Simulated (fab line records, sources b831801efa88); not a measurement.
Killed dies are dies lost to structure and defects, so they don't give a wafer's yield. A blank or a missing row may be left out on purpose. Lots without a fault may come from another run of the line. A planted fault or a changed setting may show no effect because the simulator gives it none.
One fault seen from 2 desks | flow sky130 | each desk has only its own numbers; what lay behind them comes last

THE METROLOGY DESK
What the gauges read, lot by lot, whatever tool the lot ran on: means of the sampled wafers that have a number. A lot is out of limits, marked OUT, if its mean lies more than 4 standard deviations from the usual mean; the brackets give that distance.
Columns: A = DNWELL_TW at SKY_DNWELL_TW_MEAS_09, usual 1112
lot  | first seen here | A
L161 | day 3 06:01     | 1099
L162 | day 3 10:34     | 1124
L163 | day 3 16:41     | 1112
L164 | day 3 21:11     | 1115
L168 | day 4 20:32     | 1119
L170 | day 5 04:04     | 1103
L175 | day 6 08:52     | 1129
L176 | day 6 11:31     | 1109
L177 | day 6 20:24     | 1105
L178 | day 7 02:20     | 1116
L179 | day 7 08:24     | 1108
L183 | day 8 05:40     | 1113
L184 | day 8 10:52     | 1105
This desk's finding: nothing out of limits on any of the 13 lots.

THE TOOL OWNER'S DESK: wet_bench-01
The tool's own readings at SKY_FIELD_ISO_WET_ETCH_18 (etches Si3N4 in H3PO4, target depth 25 nm, time 286 s): means of the sampled wafers that have a number, for each lot that ran on this tool. A lot is out of limits, marked OUT, if its mean lies more than 4 standard deviations from the usual mean; the brackets give that distance.
Columns: A = run_length_s at SKY_FIELD_ISO_WET_ETCH_18, usual 313 s
lot  | first seen here | A
L161 | day 2 05:42     | 310
L162 | day 2 10:01     | 311
L163 | day 2 15:38     | 311
L168 | day 3 19:55     | 485 (+57) OUT
L170 | day 4 03:53     | 485 (+57) OUT
L183 | day 7 01:19     | 311
L184 | day 7 07:28     | 311
This desk's finding: out of limits on L168, L170; first on L168, day 3 19:55 (run_length_s at SKY_FIELD_ISO_WET_ETCH_18). In limits: L161, L162, L163, L183, L184.

PUT TOGETHER
The tool owner's desk could have raised an alarm at day 3 19:55, on L168, L170.
The metrology desk saw nothing out of limits.
The metrology desk has L168, L170 on record, within its limits.
Of the lots named, all ran SKY_FIELD_ISO_WET_ETCH_18 on wet_bench-01.

WHAT THE SIMULATOR HAD PUT IN
Process parameter drift: wet_bench-01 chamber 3, from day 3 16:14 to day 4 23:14, at SKY_FIELD_ISO_WET_ETCH_18. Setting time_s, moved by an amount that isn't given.
Lots struck among those shown: L168, L170.
Hours from the fault's start to each desk's first reading out of limits: the tool owner's desk, 4.
